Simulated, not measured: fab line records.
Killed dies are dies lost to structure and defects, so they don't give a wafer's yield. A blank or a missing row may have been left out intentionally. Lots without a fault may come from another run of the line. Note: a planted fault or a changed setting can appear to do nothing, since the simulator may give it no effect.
Split-lot experiment + flow gf180mcu + route with 602 steps; 5 lots, 23 wafers read

ON THE SPLIT
At GF_V2_CMP_26 (polishes, stops on SiO2, t overpolish 15 s, target thk 0 nm), the setting t_overpolish_s was moved away from the recipe's 15 s on 10 of the 23 wafers read, by +21.1% to +27.5%. For the rest of the wafers, this setting stayed at what the recipe calls for.

The split's own step is where the reading is taken.

THE READING
overpolish_run_s, in s, at GF_V2_CMP_26 (polishes, stops on SiO2, t overpolish 15 s, target thk 0 nm). On this fab line, fault-free wafers typically give 15.000 s with a standard deviation of 0.0091 s.

| wafer  | tool, chamber at the split | t_overpolish_s as run, s | against the recipe | overpolish_run_s, s | against lot-mates on the recipe |
|--------|----------------------------|--------------------------|--------------------|---------------------|---------------------------------|
| L074.1 | cmp-01, 2                  | 15                       | recipe             | 14.988              | -                               |
| L074.2 | cmp-01, 3                  | 18.21                    | +21.4%             | 18.206              | +3.210                          |
| L074.3 | cmp-01, 0                  | 15                       | recipe             | 15.002              | -                               |
| L074.4 | cmp-01, 1                  | 15                       | recipe             | 14.997              | -                               |
| L074.5 | cmp-01, 2                  | 18.21                    | +21.4%             | 18.221              | +3.225                          |
| L076.2 | cmp-02, 0                  | 15                       | recipe             | 15.005              | -                               |
| L076.3 | cmp-02, 3                  | 15                       | recipe             | 15.000              | -                               |
| L076.6 | cmp-02, 0                  | 15                       | recipe             | 14.983              | -                               |
| L077.3 | cmp-02, 2                  | 18.17                    | +21.1%             | 18.185              | +3.189                          |
| L077.1 | cmp-02, 3                  | 15                       | recipe             | 15.004              | -                               |
| L077.4 | cmp-02, 0                  | 18.17                    | +21.1%             | 18.166              | +3.171                          |
| L077.6 | cmp-02, 2                  | 15                       | recipe             | 14.987              | -                               |
| L077.5 | cmp-02, 3                  | 18.17                    | +21.1%             | 18.163              | +3.168                          |
| L082.3 | cmp-01, 2                  | 15                       | recipe             | 15.005              | -                               |
| L082.2 | cmp-01, 3                  | 15                       | recipe             | 14.992              | -                               |
| L082.4 | cmp-01, 1                  | 15                       | recipe             | 15.000              | -                               |
| L082.5 | cmp-01, 2                  | 18.37                    | +22.5%             | 18.377              | +3.378                          |
| L082.6 | cmp-01, 3                  | 18.37                    | +22.5%             | 18.366              | +3.367                          |
| L084.1 | cmp-02, 0                  | 19.12                    | +27.5%             | 19.131              | +4.119                          |
| L084.3 | cmp-02, 1                  | 15                       | recipe             | 15.012              | -                               |
| L084.4 | cmp-02, 2                  | 19.12                    | +27.5%             | 19.128              | +4.116                          |
| L084.2 | cmp-02, 3                  | 15                       | recipe             | 15.012              | -                               |
| L084.5 | cmp-02, 1                  | 19.12                    | +27.5%             | 19.126              | +4.114                          |

FIT RESULTS
A straight line over all 23 wafers: overpolish_run_s changes by +0.15 s for each +1% of t_overpolish_s; r = +1.00; the points scatter about the line by 0.0086 s.
The same after taking each lot's own level away (the mean of its wafers on the recipe; 23 wafers): +0.15 s for each +1%; r = +1.00; scatter 0.0079 s.
Per that fit: largest t_overpolish_s move, reading shift of 4.1 s.
The span of the lots' own levels, 14.9955 to 15.0120 s, comes to 1.8 times the standard deviation stated above.
Hence the lot-to-lot level has little effect on the slope; both slopes agree.
Check: for one of the wafers moved furthest among these (+27.5%), held out of the fit, the line's prediction against its lot-mates is +4.12 s. Against them it came out at +4.12 s.
Tool readings at the split's step, against how far the setting was moved: overpolish_run_s r = +1.00.

FURTHER SPLITS ON THESE WAFERS
These wafers also went through other splits before the reading. Each is held against what the fit with the lots' levels taken away leaves over:
| other split on the same wafers | wafers away from the commonest value | r with overpolish_run_s (lot level and that fit taken away) |
|--------------------------------|--------------------------------------|-------------------------------------------------------------|
| GF_CONTACT_CVD_24 temp_c       | 10                                   | +0.38                                                       |
| GF_M1_COAT_09 resist_thk_nm    | 9                                    | -0.03                                                       |
| GF_M1_SOFTBAKE_10 temp_c       | 5                                    | -0.33                                                       |
| GF_V1_CVD_02 time_s            | 8                                    | +0.02                                                       |
| GF_V1_SPUTTER_22 power_w       | 11                                   | -0.06                                                       |
| GF_V2_CVD_00 sih4_flow_sccm    | 5                                    | +0.05                                                       |
| GF_V2_PEB_12 peb_temp_c        | 9                                    | -0.06                                                       |
| GF_V2_ETCH_17 bias_w           | 10                                   | +0.03                                                       |

FILE'S OWN FIT
overpolish_run_s changes by +0.15 s for each +1% of t_overpolish_s, r = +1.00.
